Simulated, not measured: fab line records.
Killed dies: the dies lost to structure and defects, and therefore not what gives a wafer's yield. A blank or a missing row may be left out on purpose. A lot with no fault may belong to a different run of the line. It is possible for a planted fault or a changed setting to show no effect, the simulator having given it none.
fab line records    flow sky130
record: lots: 13  wafers: 38  lastDay: 49
route steps=708 shown SONOS_ONO@168 CAP2M@607 PASSIVATION@683 PAD_OPEN@708
lots that met no fault: taken from a fault-free run of the same line
startH: hours from the record's first day to the start of the lot's first wafer shown    waitH: hours since the lot's step before    " identical to the entry in the row above    L1.1+2: a row that stands for several wafers    - no value, or no start was given    * or withheld: withheld    < > ~ a bound
route shown NAME@n: NAME is a module with steps in the file, n the number in the route of the first one    usual: the fault-free wafers' mean and standard deviation    same: alike in all rows    chamber/n: place in a boat    sites: each site's reading    _std_site: standard deviation across them    _edge_site: outer sites' mean less inner sites'    radiusMm: how far each site lies from the wafer's centre    mask NAME#n: copy n    behind: the most recent tool/chamber to have shaped the wafer    hold: the reason the lot was held/the length of the hold in hours/how it ended    device: which transistor (n, p or np) failed to switch    end of line: the same wafers' tests at the end of the route    step lacking rows: just its recipe    killed: dies that structure and defects cost at the first sort, which is not the same as the wafer's yield    map: the dies of a wafer, with x for killed, . for not killed, _ for no die there
set.NAME: setting as actually run; set.NAME@STEP: the setting as run at that earlier step    model.NAME: the simulator's own value behind a step, which no gauge read
steps of the route over a sample of lots; a table a step, a row a wafer
services: the hour from which a tool's chamber was out of use, counted from the record's first day as startH (under 0 if before that day), plus the number of hours and why
== steps ==
step: SKY_SONOS_ONO_OXIDATION_00
recipe: tempC: 800  ambient: O2  idleTempC: 700  rampUpCPerMin: 10  rampDownCPerMin: 3  stabiliseS: 600  purgeS: 300  targetThkA: 26  oxTimeS: 1249
usual: spikeTcLowerC: 800.4/1.3  spikeTcUpperC: 800.1/1.3  zonePowerLowerPct: 14.8/0.45
lot.wafer  tool        chamber  startH  waitH  spikeTcLowerC  spikeTcUpperC  zonePowerLowerPct
L554.2     furnace-01  0        259.60  0.9    800.1          800.7          14.6
L554.5     "           0        "       "      800.4          802.8          14.4
L554.6     "           0        "       "      800.1          799.8          14.6
L555.2     furnace-01  0        259.60  0.9    801.7          797.7          14.3
L555.4     "           0        "       "      799.6          799.4          14.4
L555.5     "           0        "       "      801.3          801.3          14.6
L556.2     furnace-02  0        270.80  1.3    799.4          796.9          15.4
L556.4     "           0        "       "      801.1          799.5          15.5
L556.6     "           0        "       "      799.4          798.7          15.1
L558.3     furnace-01  0        302.72  0.9    801.6          798.0          14.6
L558.4     "           0        "       "      803.1          801.0          14.4
L558.5     "           0        "       "      799.0          802.6          14.4
L557.1     furnace-01  0        304.07  0.2    801.6          800.2          14.7
L557.5     "           0        "       "      799.8          801.3          14.4
L557.6     "           0        "       "      799.1          799.2          14.4
L559.1     furnace-01  0        304.07  0.3    799.8          801.3          14.4
L559.5     "           0        "       "      800.2          801.4          14.7
L559.6     "           0        "       "      803.2          802.0          14.5
L560.2     furnace-01  0        314.41  0.0    802.3          801.4          14.6
L560.3     "           0        "       "      800.3          801.2          14.6
L560.5     "           0        "       "      802.7          801.1          14.5
L561.1     furnace-02  0        316.67  0.0    802.4          799.2          15.3
L561.2     "           0        "       "      798.8          798.3          15.6
L561.5     "           0        "       "      798.3          800.0          15.4
L562.1     furnace-02  0        319.98  0.3    800.2          797.5          15.5
L562.5     "           0        "       "      799.0          798.7          15.3
L562.6     "           0        "       "      799.3          801.3          15.3
L563.1     furnace-01  0        324.51  0.0    801.1          799.9          14.6
L563.2     "           0        "       "      802.0          800.9          14.6
L563.5     "           0        "       "      800.3          801.9          14.4
L564.1     furnace-01  0        337.71  0.6    801.1          802.1          14.3
L564.3     "           0        "       "      800.8          802.2          14.5
L564.5     "           0        "       "      800.0          800.9          14.3
L569.2     furnace-01  0        377.41  1.5    801.6          799.5          14.3
L569.5     "           0        "       "      802.2          801.5          14.4
L570.1     furnace-01  0        386.63  0.5    801.2          799.4          14.7
L570.3     "           0        "       "      802.2          801.5          14.4
L570.5     "           0        "       "      801.7          800.6          14.3
step: SKY_CAP2M_THK_MEAS_04
recipe: thkMeasGauge: xrf  reads: TiN_of_CAP2M_SPUTTER_02
usual: CAP2M_TIN_THK: 202.2/2.6
lot.wafer  tool          chamber  startH   waitH  CAP2M_TIN_THK[nm]
L554.2     filmMetro-01  -        933.51   0.1    201.4
L554.5     "             -        "        "      198.5
L554.6     "             -        "        "      200.1
L555.2     filmMetro-04  -        936.72   0.1    200.1
L555.4     "             -        "        "      199.6
L555.5     "             -        "        "      199.5
L556.2     filmMetro-01  -        949.72   0.1    202.1
L556.4     "             -        "        "      201.8
L556.6     "             -        "        "      202.7
L559.1     filmMetro-01  -        978.10   0.1    201.3
L559.5     "             -        "        "      203.8
L559.6     "             -        "        "      205.9
L558.3     filmMetro-01  -        982.24   0.1    203.4
L558.4     "             -        "        "      206.0
L558.5     "             -        "        "      203.3
L557.1     filmMetro-01  -        983.59   0.1    201.7
L557.5     "             -        "        "      202.9
L557.6     "             -        "        "      203.4
L560.2     filmMetro-01  -        988.62   0.1    203.1
L560.3     "             -        "        "      206.0
L560.5     "             -        "        "      204.5
L562.1     filmMetro-04  -        992.17   0.1    197.4
L562.5     "             -        "        "      201.0
L562.6     "             -        "        "      200.2
L561.1     filmMetro-02  -        995.14   0.1    201.5
L561.2     "             -        "        "      200.6
L561.5     "             -        "        "      199.5
L563.1     filmMetro-01  -        996.14   0.1    208.3
L563.2     "             -        "        "      206.5
L563.5     "             -        "        "      204.6
L564.1     filmMetro-01  -        1009.43  0.1    204.4
L564.3     "             -        "        "      199.7
L564.5     "             -        "        "      203.5
L569.2     filmMetro-02  -        1038.62  0.1    200.5
L569.5     "             -        "        "      201.9
L570.1     filmMetro-02  -        1045.15  0.1    202.0
L570.3     "             -        "        "      200.7
L570.5     "             -        "        "      200.6
step: SKY_CAP2M_OVL_MEAS_12
usual: CAP2M_OVL: -0.4/1.5
lot.wafer  tool        chamber  startH   waitH  CAP2M_OVL[nm]
L554.2     overlay-01  -        956.88   0.1    -1.2
L554.5     "           -        "        "      -0.1
L554.6     "           -        "        "      -0.5
L555.2     overlay-02  -        960.78   0.1    0.8
L555.4     "           -        "        "      -1.1
L555.5     "           -        "        "      -1.2
L556.2     overlay-02  -        972.93   0.1    1.9
L556.4     "           -        "        "      1.1
L556.6     "           -        "        "      0.8
L559.1     overlay-02  -        1000.81  0.1    -0.4
L559.5     "           -        "        "      -1.2
L559.6     "           -        "        "      -0.1
L558.3     overlay-01  -        1004.69  0.1    -3.8
L558.4     "           -        "        "      -1.9
L558.5     "           -        "        "      -4.8
L557.1     overlay-01  -        1006.16  0.1    -1.8
L557.5     "           -        "        "      -0.2
L557.6     "           -        "        "      -1.4
L560.2     overlay-02  -        1010.68  0.1    1.4
L560.3     "           -        "        "      1.0
L560.5     "           -        "        "      1.5
L562.1     overlay-02  -        1014.90  0.1    0.9
L562.5     "           -        "        "      1.8
L562.6     "           -        "        "      2.4
L561.1     overlay-02  -        1017.80  0.1    1.3
L561.2     "           -        "        "      3.1
L561.5     "           -        "        "      0.7
L563.1     overlay-02  -        1019.01  0.1    -0.9
L563.2     "           -        "        "      -0.3
L563.5     "           -        "        "      0.4
L564.1     overlay-01  -        1031.86  0.1    -1.6
L564.3     "           -        "        "      -1.9
L564.5     "           -        "        "      -0.7
L569.2     overlay-01  -        1059.68  0.1    -0.6
L569.5     "           -        "        "      -0.5
L570.1     overlay-01  -        1066.41  0.1    -1.5
L570.3     "           -        "        "      -3.8
L570.5     "           -        "        "      -3.0
step: SKY_PASSIVATION_CVD_02
recipe: material: Si3N4  targetThkNm: 540  tempC: 400  timeS: withheld  rfW: 450
usual: heaterPowerOuterW: 416/71  heaterPowerW: 693/96
lot.wafer  tool      chamber  startH   waitH  heaterPowerOuterW  heaterPowerW
L554.2     pecvd-02  2        1030.97  0.0    347                628
L554.5     "         2        "        "      364                653
L554.6     "         1        "        "      506                822
L555.2     pecvd-02  1        1034.22  0.0    452                743
L555.4     "         2        "        "      285                530
L555.5     "         1        "        "      484                787
L556.2     pecvd-02  0        1046.05  0.0    418                661
L556.4     "         2        "        "      379                663
L556.6     "         2        "        "      282                538
L559.1     pecvd-02  2        1072.58  0.1    369                670
L559.5     "         1        "        "      483                766
L559.6     "         0        "        "      337                561
L558.3     pecvd-03  2        1076.04  0.0    509                720
L558.4     "         1        "        "      450                760
L558.5     "         2        "        "      520                732
L557.1     pecvd-04  1        1076.39  0.1    406                668
L557.5     "         0        "        "      344                561
L557.6     "         2        "        "      516                861
L560.2     pecvd-04  0        1080.15  0.0    335                556
L560.3     "         2        "        "      565                942
L560.5     "         2        "        "      446                746
L562.1     pecvd-03  1        1083.96  0.1    465                771
L562.5     "         2        "        "      492                726
L562.6     "         0        "        "      359                646
L561.1     pecvd-02  1        1087.13  0.1    548                886
L561.2     "         2        "        "      344                610
L561.5     "         1        "        "      424                723
L563.1     pecvd-03  2        1089.44  0.1    446                655
L563.2     "         0        "        "      395                684
L563.5     "         1        "        "      408                728
L564.1     pecvd-04  2        1100.52  0.1    551                899
L564.3     "         1        "        "      449                731
L564.5     "         0        "        "      365                599
L569.2     pecvd-03  1        1126.37  0.0    420                710
L569.5     "         1        "        "      433                728
L570.1     pecvd-04  2        1132.63  0.1    464                789
L570.3     "         0        "        "      327                560
L570.5     "         1        "        "      433                698
step: SKY_PAD_OPEN_PROBE_99
usual: killed_at_M0_to_M3: 42/7.4  killed_at_M4_up: 3.3/2.1  killedAtContacts: 24/5.3  killedAtFrontEnd: 15/4.5  killedAtOther: 0.3/0.57  killedDies: 84/10  killedOnRim: 17/3.8  killedOpen: 46/7.5  killedShort: 38/6.4
same: grossDies: 492  killedAtBackSide: 0
lot.wafer  tool       chamber  startH   waitH  killed_at_M0_to_M3  killed_at_M4_up  killedAtContacts  killedAtFrontEnd  killedAtOther  killedDies  killedOnRim  killedOpen  killedShort
L569.2     prober-01  -        1164.67  0.1    33                  3                17                194               0              247         47           34          27
L569.5     prober-01  -        1164.82  0.2    26                  0                26                196               0              248         48           39          31
L570.1     prober-02  -        1170.27  0.1    27                  0                27                222               0              276         48           38          25
L570.3     prober-02  -        1170.37  0.2    32                  2                22                204               2              262         56           36          30
L570.5     prober-02  -        1170.47  0.2    40                  4                22                189               0              255         57           35          38
killed by level:class
L569.2 SONOS_ONO:unspecified=186 LI_CONTACT:geometricParticle:open=8 VIA1:geometricParticle:open=6 METAL1:geometricParticle:short=5 METAL2:geometricParticle:short=4 CONTACT:geometricParticle:open=4 VIA2:geometricParticle:open=4 FIELD_ISO:geometricParticle:open=3
L569.5 SONOS_ONO:unspecified=178 LI_CONTACT:geometricParticle:open=8 CONTACT:geometricParticle:open=8 VIA3:geometricParticle:open=6 CONTACT:geometricParticle:short=6 VIA1:geometricParticle:short=6 VIA2:geometricParticle:open=6 FIELD_ISO:geometricParticle:short=5
L570.1 SONOS_ONO:unspecified=213 CONTACT:geometricParticle:open=10 VIA1:geometricParticle:open=9 LI_CONTACT:geometricParticle:open=5 LI_CONTACT:geometricParticle:short=5 VIA1:geometricParticle:short=4 VIA3:geometricParticle:open=4 FIELD_ISO:geometricParticle:short=3
L570.3 SONOS_ONO:unspecified=195 VIA1:geometricParticle:open=9 CONTACT:geometricParticle:open=8 VIA3:geometricParticle:open=5 LI_CONTACT:geometricParticle:short=4 LOCAL_INTERCONNECT:geometricParticle:short=4 CONTACT:geometricParticle:short=4 METAL1:geometricParticle:open=4
L570.5 SONOS_ONO:unspecified=181 VIA1:geometricParticle:open=8 METAL2:geometricParticle:short=8 CONTACT:geometricParticle:open=7 LI_CONTACT:geometricParticle:open=6 VIA1:geometricParticle:short=6 METAL1:geometricParticle:short=6 CONTACT:geometricParticle:short=4
== services ==
tool        chamber  startH   hours  kind
furnace-01  -        263.86   4.9    pm
furnace-01  -        283.04   12.8   pm
pecvd-04    -        294.29   1.4    repair
pecvd-02    2        315.57   13.2   repair
pecvd-04    2        375.85   70.3   repair
furnace-01  -        394.21   3.8    pm
pecvd-02    -        397.59   1.1    repair
pecvd-04    0        431.13   6.5    repair
furnace-01  -        487.63   5.7    repair
furnace-01  -        532.24   3.3    pm
furnace-01  -        676.08   4.3    pm
furnace-01  -        700.92   2.8    pm
pecvd-02    -        751.77   0.5    repair
pecvd-02    -        799.01   0.7    repair
pecvd-02    -        835.68   2.8    pm
pecvd-02    1        839.82   6.8    repair
pecvd-02    0        844.40   13.3   repair
furnace-01  -        868.24   5.2    pm
pecvd-02    0        904.87   6.7    repair
furnace-01  -        957.85   3.2    pm
furnace-01  -        983.06   2.5    pm
pecvd-02    1        1016.16  2.6    repair
furnace-01  -        1036.24  2.9    pm
pecvd-02    1        1036.39  19.7   repair
== key ==
firstSign: step: SKY_PAD_OPEN_PROBE_99  reading: killedAtFrontEnd  direction: up  sigmas: 42  usual: 15  struck: 201
effect: step: SKY_PAD_OPEN_PROBE_99  reading: killedDies  direction: up  sigmas: 17  usual: 84  struck: 258
metAt SKY_SONOS_ONO_OXIDATION_00
struckLots L569,L570
testerLeftOut L569,L570
notActingAt SKY_CAP2M_THK_MEAS_04,SKY_CAP2M_OVL_MEAS_12,SKY_PASSIVATION_CVD_02
onsetBetween 337.71 377.41
alsoFits time
fault: kind: chamberParticleSource  tool: furnace-01  chamber: -  onsetH: 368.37  steps: SKY_SONOS_ONO_OXIDATION_00  ratePerVisitCm2: 1.0113  endH: 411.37
testerLeftOut: of these lots the tester's yield and bins aren't shown, on N5 and GAA mostly nor the transistor test; their killed dies are dies lost to structure and defects alone, not to doping, threshold or leakage, so they don't give the yield
